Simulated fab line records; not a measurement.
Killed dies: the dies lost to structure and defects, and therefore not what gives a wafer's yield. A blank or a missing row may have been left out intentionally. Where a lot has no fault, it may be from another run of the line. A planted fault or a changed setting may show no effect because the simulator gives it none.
A single fault, viewed from 2 desks	flow gf180mcu	numbers are kept per desk, each desk with only its own; the story behind them comes last

== THE METROLOGY DESK ==
What the gauges read, lot by lot, whatever tool the lot ran on: means of the sampled wafers that have a number. Marked OUT: a lot whose mean sits more than 4 standard deviations from the usual mean, which makes it out of limits; the brackets give that distance.
Columns: A = V3_OVL at GF_V3_OVL_MEAS_15, usual 3 nm
lot	first seen here	A
L877	day 22 06:14	1
L878	day 22 18:13	-4
L879	day 22 19:38	-1
L881	day 23 22:25	1
L882	day 24 12:01	2
L883	day 24 14:44	0
L886	day 25 20:14	11
L889	day 26 13:47	6
L890	day 26 22:41	10
L891	day 27 02:59	-1
L892	day 27 15:02	9
L897	day 28 18:53	6
L899	day 29 10:06	3
L900	day 29 16:19	-2
Finding of this desk: none of the 14 lots has anything out of limits.

== THE TOOL OWNER'S DESK: rie-metal-04 ==
The tool's own readings at GF_M3_METAL_ETCH_16 (etches the open film in Cl2/BCl3, stops on SiO2, target depth 750.8 nm, time 125.1 s): means of the sampled wafers that have a number, for each lot that ran on this tool. Marked OUT: a lot whose mean sits more than 4 standard deviations from the usual mean, which makes it out of limits; the brackets give that distance.
Columns: A = drypump-motor-current-A at GF_M3_METAL_ETCH_16, usual 5.7 A; B = oes-product-au at GF_M3_METAL_ETCH_16, usual 0.992 a.u.; C = throttle-valve-pct at GF_M3_METAL_ETCH_16, usual 28.229 %
lot	first seen here	A	B	C
L877	day 21 04:55	6.2	0.988	28.230
L878	day 21 16:50	6.4	0.992	28.224
L883	day 23 15:22	6.4	0.991	28.229
L889	day 25 15:08	6.2	0.997	28.232
L890	day 26 00:20	6.2	0.995	28.226
L891	day 26 05:23	6.4	0.844 (-27) OUT	28.394 (+18) OUT
L892	day 26 17:37	6.4	0.840 (-28) OUT	28.404 (+19) OUT
This desk finds L891, L892 out of limits, L891 being first, at day 26 05:23 (oes-product-au at GF_M3_METAL_ETCH_16). Within limits: L877, L878, L883, L889, L890.

== BROUGHT TOGETHER ==
On L891, L892, at day 26 05:23, an alarm was possible from the tool owner's desk.
At the metrology desk, nothing out of limits was observed.
The metrology desk holds a record of L891, L892, inside its limits.
On rie-metal-04, each named lot ran GF_M3_METAL_ETCH_16.

== WHAT THE SIMULATOR HAD INSERTED ==
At GF_M3_METAL_ETCH_16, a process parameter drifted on rie-metal-04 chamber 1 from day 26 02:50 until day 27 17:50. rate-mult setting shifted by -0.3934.
Struck lots among those shown: L891, L892.
Hours from the fault's start to each desk's first reading out of limits: the tool owner's desk, 3.
